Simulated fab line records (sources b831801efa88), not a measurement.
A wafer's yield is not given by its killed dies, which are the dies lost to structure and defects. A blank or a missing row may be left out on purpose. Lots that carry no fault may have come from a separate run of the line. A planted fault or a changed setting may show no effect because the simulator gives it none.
fab line records :: flow gf180mcu
record
  lots=6
  wafers=18
  last-day=34
route steps=602 shown DNWELL@39 NWELL@42
lots that met no fault: from a run of the same line without faults
start-h: the number of hours between the record's first day and the start of the first shown wafer of the lot :: wait-h: how many hours have passed since the lot's step before this one :: " the same as in the row above :: L1.1+2: several wafers, shown together as one row :: - no value present, or no start provided :: * or withheld: withheld :: < > ~ a bound
route shown NAME@n: a module of which the file shows steps, and the number in the route of the first :: usual: mean and standard deviation over wafers with no fault :: same: alike in all rows :: chamber/n: place in a boat :: sites: each site's reading :: _std_site: their standard deviation :: _edge_site: the outer-site mean with the inner-site mean subtracted :: radius-mm: how far each site lies from the wafer's centre :: mask NAME#n: copy n :: behind: tool/chamber where the wafer was last shaped :: hold: what put the lot on hold/how long, in hours/how the hold closed :: device: transistor that didn't switch, given as n, p or np :: end of line: at the end of the route, the tests of the same wafers :: a step given without rows: its recipe and nothing more :: killed: dies that structure and defects cost at the first sort, which is not the same as the wafer's yield :: map: shows each die of a wafer: x if killed, . if not, _ if none is there
set.NAME: the setting the step ran with; set.NAME@STEP: the setting that earlier step ran with :: model.NAME: the simulator's own value behind a step, which no gauge read
a table for each step, a row for each wafer; lots at some steps of the route
services: the hour from which a tool's chamber was out of use, counted from the record's first day as start-h (under 0 if before that day), plus the number of hours and why
## steps
# step GF_DNWELL_IMPLANT_07
# recipe
  species=P
  energy-kev=1500
  dose-cm2=1.018e+13
  tilt-deg=0
# step GF_DNWELL_STRIP_08
# recipe
  chemistry=O2/N2
  power-w=1400
  pressure-mtorr=1500
  platen-temp-c=250
  o2-flow-sccm=3000
  n2-flow-sccm=300
  overash-fraction=0.5
# usual
  drypump-motor-current-A=5.9/0.47
  heater-power-w=324/32
  oes-product-au=0.722/0.0045
  strip-time-to-endpoint-s=37.00/0.12
lot.wafer: L455.1
tool: plasma-asher-03
chamber: 0
start-h: 48.50
wait-h: 0.1
drypump-motor-current-A: 6.2
heater-power-w: 288
oes-product-au: 0.724
rf-hours-counter-h: 26
strip-time-to-endpoint-s: 36.96

lot.wafer: L455.2
tool: plasma-asher-03
chamber: 1
start-h: 48.50
wait-h: 0.1
drypump-motor-current-A: 5.4
heater-power-w: 298
oes-product-au: 0.729
rf-hours-counter-h: 26
strip-time-to-endpoint-s: 36.92

lot.wafer: L455.4
tool: plasma-asher-03
chamber: 0
start-h: 48.50
wait-h: 0.1
drypump-motor-current-A: 6.2
heater-power-w: 282
oes-product-au: 0.728
rf-hours-counter-h: -
strip-time-to-endpoint-s: 36.98

lot.wafer: L465.2
tool: plasma-asher-01
chamber: 0
start-h: 100.95
wait-h: 0.1
drypump-motor-current-A: 5.4
heater-power-w: 371
oes-product-au: 0.728
rf-hours-counter-h: 44
strip-time-to-endpoint-s: 37.14

lot.wafer: L465.5
tool: plasma-asher-01
chamber: 0
start-h: 100.95
wait-h: 0.1
drypump-motor-current-A: 5.5
heater-power-w: 373
oes-product-au: 0.712
rf-hours-counter-h: -
strip-time-to-endpoint-s: 37.09

lot.wafer: L465.6
tool: plasma-asher-01
chamber: 1
start-h: 100.95
wait-h: 0.1
drypump-motor-current-A: 6.6
heater-power-w: 315
oes-product-au: 0.719
rf-hours-counter-h: -
strip-time-to-endpoint-s: 37.01

lot.wafer: L466.1
tool: plasma-asher-03
chamber: 1
start-h: 105.39
wait-h: 0.1
drypump-motor-current-A: 5.4
heater-power-w: 317
oes-product-au: 0.719
rf-hours-counter-h: 33
strip-time-to-endpoint-s: 36.91

lot.wafer: L466.3
tool: plasma-asher-03
chamber: 1
start-h: 105.39
wait-h: 0.1
drypump-motor-current-A: 5.4
heater-power-w: 307
oes-product-au: 0.733
rf-hours-counter-h: -
strip-time-to-endpoint-s: 37.01

lot.wafer: L466.6
tool: plasma-asher-03
chamber: 1
start-h: 105.39
wait-h: 0.1
drypump-motor-current-A: 5.4
heater-power-w: 303
oes-product-au: 0.720
rf-hours-counter-h: -
strip-time-to-endpoint-s: 36.83

lot.wafer: L468.1
tool: plasma-asher-03
chamber: 1
start-h: 116.95
wait-h: 0.1
drypump-motor-current-A: 5.4
heater-power-w: 309
oes-product-au: 0.720
rf-hours-counter-h: 35
strip-time-to-endpoint-s: 37.13

lot.wafer: L468.2
tool: plasma-asher-03
chamber: 0
start-h: 116.95
wait-h: 0.1
drypump-motor-current-A: 6.2
heater-power-w: 276
oes-product-au: 0.721
rf-hours-counter-h: 35
strip-time-to-endpoint-s: 37.05

lot.wafer: L468.4
tool: plasma-asher-03
chamber: 0
start-h: 116.95
wait-h: 0.1
drypump-motor-current-A: 6.2
heater-power-w: 282
oes-product-au: 0.721
rf-hours-counter-h: -
strip-time-to-endpoint-s: 37.04

lot.wafer: L475.1
tool: plasma-asher-03
chamber: 0
start-h: 154.35
wait-h: 0.1
drypump-motor-current-A: 6.2
heater-power-w: 277
oes-product-au: 0.722
rf-hours-counter-h: 39
strip-time-to-endpoint-s: 36.90

lot.wafer: L475.3
tool: plasma-asher-03
chamber: 0
start-h: 154.35
wait-h: 0.1
drypump-motor-current-A: 6.3
heater-power-w: 276
oes-product-au: 0.720
rf-hours-counter-h: -
strip-time-to-endpoint-s: 37.05

lot.wafer: L475.5
tool: plasma-asher-03
chamber: 1
start-h: 154.35
wait-h: 0.1
drypump-motor-current-A: 5.4
heater-power-w: 306
oes-product-au: 0.718
rf-hours-counter-h: -
strip-time-to-endpoint-s: 36.93

lot.wafer: L477.3
tool: plasma-asher-01
chamber: 0
start-h: 165.04
wait-h: 0.1
drypump-motor-current-A: 5.5
heater-power-w: 368
oes-product-au: 0.716
rf-hours-counter-h: -
strip-time-to-endpoint-s: 36.81

lot.wafer: L477.4
tool: plasma-asher-01
chamber: 1
start-h: 165.04
wait-h: 0.1
drypump-motor-current-A: 6.6
heater-power-w: 314
oes-product-au: 0.719
rf-hours-counter-h: -
strip-time-to-endpoint-s: 36.84

lot.wafer: L477.5
tool: plasma-asher-01
chamber: 0
start-h: 165.04
wait-h: 0.1
drypump-motor-current-A: 5.5
heater-power-w: 371
oes-product-au: 0.724
rf-hours-counter-h: -
strip-time-to-endpoint-s: 36.85
# step GF_DNWELL_TW_MEAS_09
# usual
  DNWELL_TW=1351/7.9
lot.wafer: L455.1
tool: film-metro-01
chamber: -
start-h: 48.60
wait-h: 0.1
DNWELL_TW: 1352

lot.wafer: L455.2
tool: film-metro-01
chamber: -
start-h: 48.60
wait-h: 0.1
DNWELL_TW: 1352

lot.wafer: L455.4
tool: film-metro-01
chamber: -
start-h: 48.60
wait-h: 0.1
DNWELL_TW: 1345

lot.wafer: L465.2
tool: film-metro-03
chamber: -
start-h: 101.06
wait-h: 0.1
DNWELL_TW: 1334

lot.wafer: L465.5
tool: film-metro-03
chamber: -
start-h: 101.06
wait-h: 0.1
DNWELL_TW: 1343

lot.wafer: L465.6
tool: film-metro-03
chamber: -
start-h: 101.06
wait-h: 0.1
DNWELL_TW: 1335

lot.wafer: L466.1
tool: film-metro-04
chamber: -
start-h: 105.49
wait-h: 0.1
DNWELL_TW: 1355

lot.wafer: L466.3
tool: film-metro-04
chamber: -
start-h: 105.49
wait-h: 0.1
DNWELL_TW: 1361

lot.wafer: L466.6
tool: film-metro-04
chamber: -
start-h: 105.49
wait-h: 0.1
DNWELL_TW: 1354

lot.wafer: L468.1
tool: film-metro-03
chamber: -
start-h: 117.08
wait-h: 0.1
DNWELL_TW: 1342

lot.wafer: L468.2
tool: film-metro-03
chamber: -
start-h: 117.08
wait-h: 0.1
DNWELL_TW: 1339

lot.wafer: L468.4
tool: film-metro-03
chamber: -
start-h: 117.08
wait-h: 0.1
DNWELL_TW: 1337

lot.wafer: L475.1
tool: film-metro-01
chamber: -
start-h: 154.59
wait-h: 0.2
DNWELL_TW: 1358

lot.wafer: L475.3
tool: film-metro-01
chamber: -
start-h: 154.59
wait-h: 0.2
DNWELL_TW: 1357

lot.wafer: L475.5
tool: film-metro-01
chamber: -
start-h: 154.59
wait-h: 0.2
DNWELL_TW: 1357

lot.wafer: L477.3
tool: film-metro-01
chamber: -
start-h: 165.12
wait-h: 0.1
DNWELL_TW: 1350

lot.wafer: L477.4
tool: film-metro-01
chamber: -
start-h: 165.12
wait-h: 0.1
DNWELL_TW: 1356

lot.wafer: L477.5
tool: film-metro-01
chamber: -
start-h: 165.12
wait-h: 0.1
DNWELL_TW: 1351
# step GF_NWELL_DEHYDRATE_00
# recipe
  temp-c=200
  time-s=60
# step GF_NWELL_HMDS_01
# recipe
  prime-time-s=60
  prime-temp-c=120
# step GF_NWELL_COAT_02
# recipe
  spin-rpm=2000
  resist-thk-nm=3000
# step GF_NWELL_SOFTBAKE_03
# recipe
  temp-c=110
  time-s=withheld
# step GF_NWELL_EXPOSE_04
# recipe
  mask-id=Nwell
  target-cd-nm=860
  na=0.6
  source-shape=conventional
  sigma-outer=0.6
  dose-mj=260
# step GF_NWELL_PEB_05
# recipe
  temp-c=115
  time-s=withheld
# step GF_NWELL_DEVELOP_06
# recipe
  wall-angle-deg=90
  develop-time-s=60
  dev-temp-c=23
# step GF_NWELL_OVL_MEAS_07
# usual
  NWELL_OVL=0.2/1.5
lot.wafer: L455.1
tool: overlay-01
chamber: -
start-h: 60.76
wait-h: -
NWELL_OVL[nm]: 1.5

lot.wafer: L455.2
tool: overlay-01
chamber: -
start-h: 60.76
wait-h: -
NWELL_OVL[nm]: 2.8

lot.wafer: L455.4
tool: overlay-01
chamber: -
start-h: 60.76
wait-h: -
NWELL_OVL[nm]: 1.2

lot.wafer: L465.2
tool: overlay-01
chamber: -
start-h: 115.46
wait-h: -
NWELL_OVL[nm]: 0.8

lot.wafer: L465.5
tool: overlay-01
chamber: -
start-h: 115.46
wait-h: -
NWELL_OVL[nm]: 0.0

lot.wafer: L465.6
tool: overlay-01
chamber: -
start-h: 115.46
wait-h: -
NWELL_OVL[nm]: -0.1

lot.wafer: L466.1
tool: overlay-01
chamber: -
start-h: 119.70
wait-h: -
NWELL_OVL[nm]: 0.3

lot.wafer: L466.3
tool: overlay-01
chamber: -
start-h: 119.70
wait-h: -
NWELL_OVL[nm]: 0.5

lot.wafer: L466.6
tool: overlay-01
chamber: -
start-h: 119.70
wait-h: -
NWELL_OVL[nm]: 1.6

lot.wafer: L468.1
tool: overlay-01
chamber: -
start-h: 131.70
wait-h: -
NWELL_OVL[nm]: 3.9

lot.wafer: L468.2
tool: overlay-01
chamber: -
start-h: 131.70
wait-h: -
NWELL_OVL[nm]: 3.7

lot.wafer: L468.4
tool: overlay-01
chamber: -
start-h: 131.70
wait-h: -
NWELL_OVL[nm]: 2.9

lot.wafer: L475.1
tool: overlay-02
chamber: -
start-h: 170.26
wait-h: -
NWELL_OVL[nm]: -1.5

lot.wafer: L475.3
tool: overlay-02
chamber: -
start-h: 170.26
wait-h: -
NWELL_OVL[nm]: -2.5

lot.wafer: L475.5
tool: overlay-02
chamber: -
start-h: 170.26
wait-h: -
NWELL_OVL[nm]: -1.0

lot.wafer: L477.3
tool: overlay-01
chamber: -
start-h: 180.96
wait-h: -
NWELL_OVL[nm]: -0.3

lot.wafer: L477.4
tool: overlay-01
chamber: -
start-h: 180.96
wait-h: -
NWELL_OVL[nm]: 0.3

lot.wafer: L477.5
tool: overlay-01
chamber: -
start-h: 180.96
wait-h: -
NWELL_OVL[nm]: 0.1
# step GF_NWELL_IMPLANT_08
# recipe
  species=P
  energy-kev=450
  dose-cm2=1.5e+13
  tilt-deg=0
# step GF_NWELL_IMPLANT_09
# recipe
  species=P
  energy-kev=160
  dose-cm2=4e+12
  tilt-deg=0
# usual
  beam-energy-keV=160.01/0.051
  beam-on-s=9.99/0.2
lot.wafer: L455.1
tool: implanter-03
chamber: 0
start-h: 60.95
wait-h: 0.1
beam-energy-keV: 160.04
beam-on-s: 10.04

lot.wafer: L455.2
tool: implanter-03
chamber: 0
start-h: 60.95
wait-h: 0.1
beam-energy-keV: 159.98
beam-on-s: 10.44

lot.wafer: L455.4
tool: implanter-03
chamber: 0
start-h: 60.95
wait-h: 0.1
beam-energy-keV: 160.00
beam-on-s: 9.99

lot.wafer: L465.2
tool: implanter-01
chamber: -
start-h: 115.67
wait-h: 0.1
beam-energy-keV: -
beam-on-s: -

lot.wafer: L465.5
tool: implanter-01
chamber: -
start-h: 115.67
wait-h: 0.1
beam-energy-keV: -
beam-on-s: -

lot.wafer: L465.6
tool: implanter-01
chamber: -
start-h: 115.67
wait-h: 0.1
beam-energy-keV: -
beam-on-s: -

lot.wafer: L466.1
tool: implanter-02
chamber: -
start-h: 119.89
wait-h: 0.1
beam-energy-keV: -
beam-on-s: -

lot.wafer: L466.3
tool: implanter-02
chamber: -
start-h: 119.89
wait-h: 0.1
beam-energy-keV: -
beam-on-s: -

lot.wafer: L466.6
tool: implanter-02
chamber: -
start-h: 119.89
wait-h: 0.1
beam-energy-keV: -
beam-on-s: -

lot.wafer: L468.1
tool: implanter-01
chamber: 0
start-h: 131.89
wait-h: 0.1
beam-energy-keV: 159.99
beam-on-s: 9.77

lot.wafer: L468.2
tool: implanter-01
chamber: 0
start-h: 131.89
wait-h: 0.1
beam-energy-keV: 160.01
beam-on-s: 10.12

lot.wafer: L468.4
tool: implanter-01
chamber: 0
start-h: 131.89
wait-h: 0.1
beam-energy-keV: 159.99
beam-on-s: 9.77

lot.wafer: L475.1
tool: implanter-02
chamber: 0
start-h: 170.45
wait-h: 0.1
beam-energy-keV: 159.99
beam-on-s: 9.86

lot.wafer: L475.3
tool: implanter-02
chamber: 0
start-h: 170.45
wait-h: 0.1
beam-energy-keV: 159.98
beam-on-s: 9.83

lot.wafer: L475.5
tool: implanter-02
chamber: 0
start-h: 170.45
wait-h: 0.1
beam-energy-keV: 160.03
beam-on-s: 10.05

lot.wafer: L477.3
tool: implanter-03
chamber: 0
start-h: 181.19
wait-h: 0.1
beam-energy-keV: 160.07
beam-on-s: 9.93

lot.wafer: L477.4
tool: implanter-03
chamber: 0
start-h: 181.19
wait-h: 0.1
beam-energy-keV: 160.09
beam-on-s: 10.10

lot.wafer: L477.5
tool: implanter-03
chamber: 0
start-h: 181.19
wait-h: 0.1
beam-energy-keV: 160.07
beam-on-s: 9.91
# step GF_NWELL_STRIP_10
# recipe
  chemistry=O2/N2
  power-w=1400
  pressure-mtorr=1500
  platen-temp-c=250
  o2-flow-sccm=3000
  n2-flow-sccm=300
  overash-fraction=0.5
# usual
  drypump-motor-current-A=5.85/0.29
  heater-power-w=328/36
  oes-product-au=0.722/0.0044
  strip-time-to-endpoint-s=36.99/0.11
lot.wafer: L455.1
tool: plasma-asher-03
chamber: 1
start-h: 61.10
wait-h: 0.1
drypump-motor-current-A: 5.45
heater-power-w: 311
oes-product-au: 0.725
rf-hours-counter-h: 27
strip-time-to-endpoint-s: 37.11

lot.wafer: L455.2
tool: plasma-asher-03
chamber: 0
start-h: 61.10
wait-h: 0.1
drypump-motor-current-A: 6.19
heater-power-w: 290
oes-product-au: 0.723
rf-hours-counter-h: 27
strip-time-to-endpoint-s: 37.06

lot.wafer: L455.4
tool: plasma-asher-03
chamber: 0
start-h: 61.10
wait-h: 0.1
drypump-motor-current-A: 6.23
heater-power-w: 279
oes-product-au: 0.721
rf-hours-counter-h: -
strip-time-to-endpoint-s: 37.05

lot.wafer: L465.2
tool: plasma-asher-03
chamber: 1
start-h: 115.79
wait-h: 0.1
drypump-motor-current-A: 5.45
heater-power-w: 315
oes-product-au: 0.730
rf-hours-counter-h: 35
strip-time-to-endpoint-s: 36.97

lot.wafer: L465.5
tool: plasma-asher-03
chamber: 1
start-h: 115.79
wait-h: 0.1
drypump-motor-current-A: 5.43
heater-power-w: 316
oes-product-au: 0.728
rf-hours-counter-h: -
strip-time-to-endpoint-s: 36.98

lot.wafer: L465.6
tool: plasma-asher-03
chamber: 0
start-h: 115.79
wait-h: 0.1
drypump-motor-current-A: 6.25
heater-power-w: 278
oes-product-au: 0.715
rf-hours-counter-h: -
strip-time-to-endpoint-s: 37.02

lot.wafer: L466.1
tool: plasma-asher-04
chamber: 1
start-h: 120.04
wait-h: 0.1
drypump-motor-current-A: 5.72
heater-power-w: 323
oes-product-au: 0.720
rf-hours-counter-h: 0
strip-time-to-endpoint-s: 36.93

lot.wafer: L466.3
tool: plasma-asher-04
chamber: 0
start-h: 120.04
wait-h: 0.1
drypump-motor-current-A: 5.99
heater-power-w: 362
oes-product-au: 0.728
rf-hours-counter-h: -
strip-time-to-endpoint-s: 36.83

lot.wafer: L466.6
tool: plasma-asher-04
chamber: 1
start-h: 120.04
wait-h: 0.1
drypump-motor-current-A: 5.72
heater-power-w: 328
oes-product-au: 0.717
rf-hours-counter-h: -
strip-time-to-endpoint-s: 36.93

lot.wafer: L468.1
tool: plasma-asher-02
chamber: 0
start-h: 132.04
wait-h: 0.1
drypump-motor-current-A: 5.76
heater-power-w: 351
oes-product-au: 0.725
rf-hours-counter-h: 45
strip-time-to-endpoint-s: 37.09

lot.wafer: L468.2
tool: plasma-asher-02
chamber: 1
start-h: 132.04
wait-h: 0.1
drypump-motor-current-A: 6.02
heater-power-w: 353
oes-product-au: 0.726
rf-hours-counter-h: 45
strip-time-to-endpoint-s: 37.19

lot.wafer: L468.4
tool: plasma-asher-02
chamber: 1
start-h: 132.04
wait-h: 0.1
drypump-motor-current-A: 6.00
heater-power-w: 357
oes-product-au: 0.718
rf-hours-counter-h: -
strip-time-to-endpoint-s: 37.23

lot.wafer: L475.1
tool: plasma-asher-03
chamber: 1
start-h: 170.60
wait-h: 0.1
drypump-motor-current-A: 5.40
heater-power-w: 307
oes-product-au: 0.713
rf-hours-counter-h: 41
strip-time-to-endpoint-s: 37.10

lot.wafer: L475.3
tool: plasma-asher-03
chamber: 1
start-h: 170.60
wait-h: 0.1
drypump-motor-current-A: 5.40
heater-power-w: 308
oes-product-au: 0.722
rf-hours-counter-h: -
strip-time-to-endpoint-s: 37.18

lot.wafer: L475.5
tool: plasma-asher-03
chamber: 1
start-h: 170.60
wait-h: 0.1
drypump-motor-current-A: 5.40
heater-power-w: 308
oes-product-au: 0.719
rf-hours-counter-h: -
strip-time-to-endpoint-s: 37.18

lot.wafer: L477.3
tool: plasma-asher-04
chamber: 0
start-h: 181.32
wait-h: 0.1
drypump-motor-current-A: 5.99
heater-power-w: 363
oes-product-au: 0.716
rf-hours-counter-h: -
strip-time-to-endpoint-s: 36.72

lot.wafer: L477.4
tool: plasma-asher-04
chamber: 1
start-h: 181.32
wait-h: 0.1
drypump-motor-current-A: 5.73
heater-power-w: 324
oes-product-au: 0.721
rf-hours-counter-h: -
strip-time-to-endpoint-s: 36.77

lot.wafer: L477.5
tool: plasma-asher-04
chamber: 1
start-h: 181.32
wait-h: 0.1
drypump-motor-current-A: 5.74
heater-power-w: 328
oes-product-au: 0.722
rf-hours-counter-h: -
strip-time-to-endpoint-s: 36.75
# step GF_NWELL_TW_MEAS_11
# usual
  NWELL_TW=1562/11
lot.wafer: L455.1
tool: film-metro-01
chamber: -
start-h: 61.20
wait-h: 0.1
hold: -
NWELL_TW: 1564

lot.wafer: L455.2
tool: film-metro-01
chamber: -
start-h: 61.20
wait-h: 0.1
hold: -
NWELL_TW: 1562

lot.wafer: L455.4
tool: film-metro-01
chamber: -
start-h: 61.20
wait-h: 0.1
hold: -
NWELL_TW: 1563

lot.wafer: L465.2
tool: film-metro-03
chamber: -
start-h: 115.90
wait-h: 0.1
hold: await-dispo/0.2h/release
NWELL_TW: 1478

lot.wafer: L465.5
tool: film-metro-03
chamber: -
start-h: 115.90
wait-h: 0.1
hold: await-dispo/0.2h/release
NWELL_TW: 1483

lot.wafer: L465.6
tool: film-metro-03
chamber: -
start-h: 115.90
wait-h: 0.1
hold: await-dispo/0.2h/release
NWELL_TW: 1475

lot.wafer: L465.2
tool: film-metro-03
chamber: -
start-h: 116.13
wait-h: 0.2
hold: -
NWELL_TW: 1479

lot.wafer: L465.5
tool: film-metro-03
chamber: -
start-h: 116.13
wait-h: 0.2
hold: -
NWELL_TW: 1479

lot.wafer: L465.6
tool: film-metro-03
chamber: -
start-h: 116.13
wait-h: 0.2
hold: -
NWELL_TW: 1486

lot.wafer: L466.1
tool: film-metro-01
chamber: -
start-h: 120.14
wait-h: 0.1
hold: await-dispo/0.2h/release
NWELL_TW: 1493

lot.wafer: L466.3
tool: film-metro-01
chamber: -
start-h: 120.14
wait-h: 0.1
hold: await-dispo/0.2h/release
NWELL_TW: 1497

lot.wafer: L466.6
tool: film-metro-01
chamber: -
start-h: 120.14
wait-h: 0.1
hold: await-dispo/0.2h/release
NWELL_TW: 1487

lot.wafer: L466.1
tool: film-metro-01
chamber: -
start-h: 120.36
wait-h: 0.2
hold: -
NWELL_TW: 1493

lot.wafer: L466.3
tool: film-metro-01
chamber: -
start-h: 120.36
wait-h: 0.2
hold: -
NWELL_TW: 1491

lot.wafer: L466.6
tool: film-metro-01
chamber: -
start-h: 120.36
wait-h: 0.2
hold: -
NWELL_TW: 1507

lot.wafer: L468.1
tool: film-metro-01
chamber: -
start-h: 132.14
wait-h: 0.1
hold: -
NWELL_TW: 1569

lot.wafer: L468.2
tool: film-metro-01
chamber: -
start-h: 132.14
wait-h: 0.1
hold: -
NWELL_TW: 1566

lot.wafer: L468.4
tool: film-metro-01
chamber: -
start-h: 132.14
wait-h: 0.1
hold: -
NWELL_TW: 1571

lot.wafer: L475.1
tool: film-metro-02
chamber: -
start-h: 170.70
wait-h: 0.1
hold: -
NWELL_TW: 1561

lot.wafer: L475.3
tool: film-metro-02
chamber: -
start-h: 170.70
wait-h: 0.1
hold: -
NWELL_TW: 1567

lot.wafer: L475.5
tool: film-metro-02
chamber: -
start-h: 170.70
wait-h: 0.1
hold: -
NWELL_TW: 1556

lot.wafer: L477.3
tool: film-metro-02
chamber: -
start-h: 181.41
wait-h: 0.1
hold: -
NWELL_TW: 1553

lot.wafer: L477.4
tool: film-metro-02
chamber: -
start-h: 181.41
wait-h: 0.1
hold: -
NWELL_TW: 1553

lot.wafer: L477.5
tool: film-metro-02
chamber: -
start-h: 181.41
wait-h: 0.1
hold: -
NWELL_TW: 1553
## services
tool: plasma-asher-03
chamber: -
start-h: 29.39
hours: 1.0
kind: repair

tool: implanter-01
chamber: -
start-h: 37.05
hours: 6.4
kind: repair

tool: implanter-03
chamber: -
start-h: 40.04
hours: 5.0
kind: repair

tool: implanter-02
chamber: -
start-h: 45.74
hours: 3.1
kind: repair

tool: plasma-asher-02
chamber: -
start-h: 67.75
hours: 47.3
kind: pm

tool: plasma-asher-01
chamber: -
start-h: 80.93
hours: 3.4
kind: repair

tool: plasma-asher-04
chamber: -
start-h: 108.75
hours: 9.0
kind: pm

tool: plasma-asher-04
chamber: 0
start-h: 108.75
hours: 9.0
kind: vent-cycle

tool: plasma-asher-04
chamber: 1
start-h: 108.75
hours: 9.0
kind: vent-cycle

tool: plasma-asher-04
chamber: 0
start-h: 117.75
hours: -
kind: clean

tool: plasma-asher-04
chamber: 1
start-h: 117.75
hours: -
kind: clean

tool: plasma-asher-01
chamber: -
start-h: 128.37
hours: 1.4
kind: repair

tool: implanter-02
chamber: -
start-h: 128.57
hours: 3.6
kind: repair

tool: implanter-01
chamber: -
start-h: 142.86
hours: 1.7
kind: repair

tool: plasma-asher-04
chamber: -
start-h: 169.65
hours: 5.1
kind: repair
## key
first-sign
  step=GF_NWELL_IMPLANT_09
  reading=tool-record
  direction=missing
effect
  step=GF_NWELL_TW_MEAS_11
  reading=visit
  direction=added
effect
  step=GF_NWELL_TW_MEAS_11
  reading=NWELL_TW
  direction=down
  sigmas=7.2
  usual=1562
  struck=1486
met-at GF_NWELL_IMPLANT_09
struck-wafers L465.2,L465.5,L465.6,L466.1,L466.3,L466.6
later-rows-left-out L465.2,L465.5,L465.6,L466.1,L466.3,L466.6
sort-left-out L465.2,L465.5,L465.6,L466.1,L466.3,L466.6
tester-left-out L465,L466
fault
  kind=skipped-step-whole
  tool=implanter-01,implanter-02
  chamber=-
  onset-h=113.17
  steps=GF_NWELL_IMPLANT_09
  scope=struck-lots-only
# tester-left-out: of these lots the tester's yield and bins aren't shown, on N5 and GAA mostly nor the transistor test; their killed dies are dies lost to structure and defects alone, not to doping, threshold or leakage, so they don't give the yield
# sort-left-out: the simulated sort isn't trusted on such a fault, so these wafers' sort isn't shown, and their yield isn't known
# later-rows-left-out: the simulator's readings of these wafers behind a module that went badly wrong aren't trusted and aren't shown, but for the sort
